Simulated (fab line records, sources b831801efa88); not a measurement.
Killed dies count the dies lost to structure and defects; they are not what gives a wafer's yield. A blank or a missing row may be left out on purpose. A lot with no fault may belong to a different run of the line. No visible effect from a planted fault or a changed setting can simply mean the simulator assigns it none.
Chamber matching ; flow sfq-line ; SFQ_TRILAYER_I0_DEP_PECVD_027 on pecvd-02 has 3 sister chambers
The step deposits SiO2 from SiH4/N2O, time 111.11 s, target thk 500 nm. 3 wafers are shown with their chamber, then 7 later ones without.

== WAFERS, EACH WITH ITS CHAMBER ==
wafer;chamber;throttle-valve-pct (%)
L077.6;0;24.3
L084.1;2;23.1
L084.2;1;25.3

== WAFERS WITH NO CHAMBER GIVEN ==
wafer;throttle-valve-pct (%)
L084.4;25.3
L092.2;25.3
L092.5;24.7
L092.6;23.5
L096.2;23.6
L096.3;25.6
L096.4;23.7

== THE CHAMBER EACH PASSED THROUGH ==
wafer;from the rows above;in truth
L084.4;1;1
L092.2;1;1
L092.5;can't be placed: 0 or 1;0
L092.6;can't be placed: 2 or 0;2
L096.2;can't be placed: 2 or 0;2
L096.3;1;1
L096.4;can't be placed: 2 or 0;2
Correctly placed: 3 of 7. From these rows, 4 cannot be placed; in 4 the true chamber is one of the candidates. Placed wrongly: 0.
How it was worked out, from the rows above alone: a wafer's distance from a chamber is the root of the sum, over the readings, of the square of ((its reading less the chamber's mean) divided by the reading's scatter). The wafer belongs to the nearest chamber; if the next one is less than 2 further off, it can't be placed. A chamber's mean is the mean of its shown wafers. The scatter: with one shown wafer a chamber, the root of the mean of the squares of how far each hidden wafer lies from its nearest shown one.
